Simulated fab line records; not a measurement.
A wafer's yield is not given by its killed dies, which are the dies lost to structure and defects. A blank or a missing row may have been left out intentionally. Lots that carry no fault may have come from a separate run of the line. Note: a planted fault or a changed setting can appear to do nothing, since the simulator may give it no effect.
Which tool did it? ; flow gf180mcu ; 13 lots with 36 wafers sampled at 2 steps, on a route of 602 steps

== WHAT EACH GAUGE READ, for each wafer ==
GF_VT_IMPLANT_OVL_MEAS_07. Usual: VT_IMPLANT_OVL 0.0 nm, standard deviation 1.4.
lot;measured;on;VT_IMPLANT_OVL (nm);flag
L525;day 5 15:11;overlay-02;2.4 3.1 2.5;
L526;day 5 18:28;overlay-02;-0.1 -0.4 1.1;
L527;day 6 01:37;overlay-01;-0.4 -0.8 0.3;
L528;day 6 08:38;overlay-01;-2.9 -1.7 -1.2;
L529;day 6 12:25;overlay-02;-1.1 -1.3 0.3;
L530;day 6 21:32;overlay-01;1.1 0.0 1.0;
L537;day 9 03:54;overlay-01;1.1 1.7;
L539;day 9 06:35;overlay-02;-0.8 -1.0;
L540;day 9 11:04;overlay-02;-1.2 -1.7;
L542;day 9 22:46;overlay-01;0.1 1.3 0.5;
L546;day 10 22:25;overlay-01;0.1 0.9 1.1;
L547;day 11 05:59;overlay-01;-1.4 -1.3 -1.9;
L548;day 11 10:02;overlay-02;-2.4 -0.1 -1.5;

GF_VT_IMPLANT_RS_MEAS_49: uses a four-point probe to measure. Usual: MVPSD_RS 1169 ohm/sq, standard deviation 3.3.
lot;measured;on;MVPSD_RS (ohm/sq);flag
L525;day 7 12:44;film_metro-04;1171 1172 1175;
L526;day 7 18:28;film_metro-04;1164 1168 1169;
L527;day 8 02:02;film_metro-04;1168 1169 1166;
L528;day 8 07:44;film_metro-01;1168 1169 1168;
L529;day 8 11:35;film_metro-04;1166 1170 1171;
L530;day 8 22:08;film_metro-01;1169 1170 1170;
L537;day 11 09:52;film_metro-04;1168 1167;
L539;day 11 12:40;film_metro-04;1165 1161;
L540;day 11 18:05;film_metro-01;1169 1166;
L542;day 12 07:06;film_metro-01;1162 1167 1162;
L546;day 13 09:26;film_metro-04;1166 1166 1166;
L547;day 13 17:40;film_metro-01;1169 1167 1168;
L548;day 13 21:51;film_metro-04;1167 1169 1164;

== EACH LOT AND THE TOOL THAT RAN IT (in order: tool; ch and the chambers of the sampled wafers; start) ==
There is no process step in the record ahead of these readings.

== WHAT THE TOOLS THEMSELVES READ (means of the sampled wafers that have a number; where no wafer has one, the mark that the record gives instead) ==
The record holds no such reading with a usual standard deviation.

== THE ANSWER, worked out from the rows above alone ==
Rule: lot off if the mean of its wafers having a number is beyond 3 standard deviations from the usual mean. Also off: a lot with no number at a reading for which 4 or more lots have one. All remaining lots with rows at the step are treated as sound. First the gauges in route order, then the tools' own readings, where a lot's mean is used as printed above. The first step at which some lot is off is used, and at that step the reading that is off furthest; a lot without a number counts as furthest.
Across all readings shown, no lot is off: no conclusion can be drawn from this.

== WHAT THE SIMULATOR HAD PUT IN ==
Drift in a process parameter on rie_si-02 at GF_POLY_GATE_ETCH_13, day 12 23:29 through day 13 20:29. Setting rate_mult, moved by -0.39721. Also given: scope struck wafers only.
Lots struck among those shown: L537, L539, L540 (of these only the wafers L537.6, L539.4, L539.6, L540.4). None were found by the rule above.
